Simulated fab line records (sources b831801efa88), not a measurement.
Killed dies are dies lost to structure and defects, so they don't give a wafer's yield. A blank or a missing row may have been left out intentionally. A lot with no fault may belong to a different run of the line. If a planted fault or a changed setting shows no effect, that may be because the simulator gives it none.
What tool caused it?	flow sky130	Sampling: 6 lots, 18 wafers, 2 of 708 route steps

== WHAT THE GAUGES SHOWED, per wafer ==
SKY_CONTACT_RS_MEAS_25: measurement is done with a four-point probe.
lot	measured	on	CONTACT_W_RS (ohm/sq)
L366	day 33 21:01	filmMetro-01	0.341 0.340 0.341
L372	day 34 17:42	filmMetro-01	0.339 0.343 0.342
L374	day 35 08:33	filmMetro-01	0.342 0.338 0.452 0.342 0.339 0.452
L376	day 36 00:05	filmMetro-04	0.445 0.336 0.338 0.445 0.337 0.338
L378	day 37 01:32	filmMetro-02	0.343 0.343 0.344
L381	day 38 01:10	filmMetro-01	0.348 0.347 0.345

== EACH LOT AND THE TOOL THAT RAN IT (in order: tool; ch and the chambers of the sampled wafers; start) ==
lot	SKY_CONTACT_CVD_24
L366	cvdW-01 ch 0,1, day 33 20:53
L372	cvdW-01 ch 0,1, day 34 17:35
L374	cvdW-01 ch 0,1, day 35 08:26
L376	cvdW-01 ch 0,1, day 35 23:58
L378	cvdW-02 ch 0,1, day 37 01:25
L381	cvdW-02 ch 0,1, day 38 01:03
- SKY_CONTACT_CVD_24: deposits W, target thk 340 nm, time 102.12 s.

== THE ANSWER, worked out from the rows above alone ==
Rule: the lots themselves supply what counts as usual. Put in order of their means at a reading, lots are off if they are a third of the lots or fewer, leave a main group of 4 or more, and stand apart from it by a gap of 3 or more times the standard deviation of the main group's means; of several such gaps the widest counts. The tables above print the reading to a certain number of digits; a main group whose means all agree to those digits is not used. A lot without any number at a reading at which 4 lots or more have one is off too. All remaining lots with rows at the step are treated as sound.
Off: L374, L376, at SKY_CONTACT_RS_MEAS_25 (CONTACT_W_RS). Mean 0.343 ohm/sq and standard deviation 0.0023 in the main group.
If a tool, at a process step before that reading, ran all the lots that are off and no sound lot after the first of them, it fits. The gauges at SKY_CONTACT_RS_MEAS_25 are tried like those tools. One fits: SKY_CONTACT_CVD_24 on cvdW-01. Its last sound lot is L372 (day 34 17:35), its first lot that is off L374 (day 35 08:26): a fault that began between those two fits.

== WHAT HAD BEEN PUT IN BY THE SIMULATOR ==
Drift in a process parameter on cvdW-01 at SKY_CONTACT_CVD_24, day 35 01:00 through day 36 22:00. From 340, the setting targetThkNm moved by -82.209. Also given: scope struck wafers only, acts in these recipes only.
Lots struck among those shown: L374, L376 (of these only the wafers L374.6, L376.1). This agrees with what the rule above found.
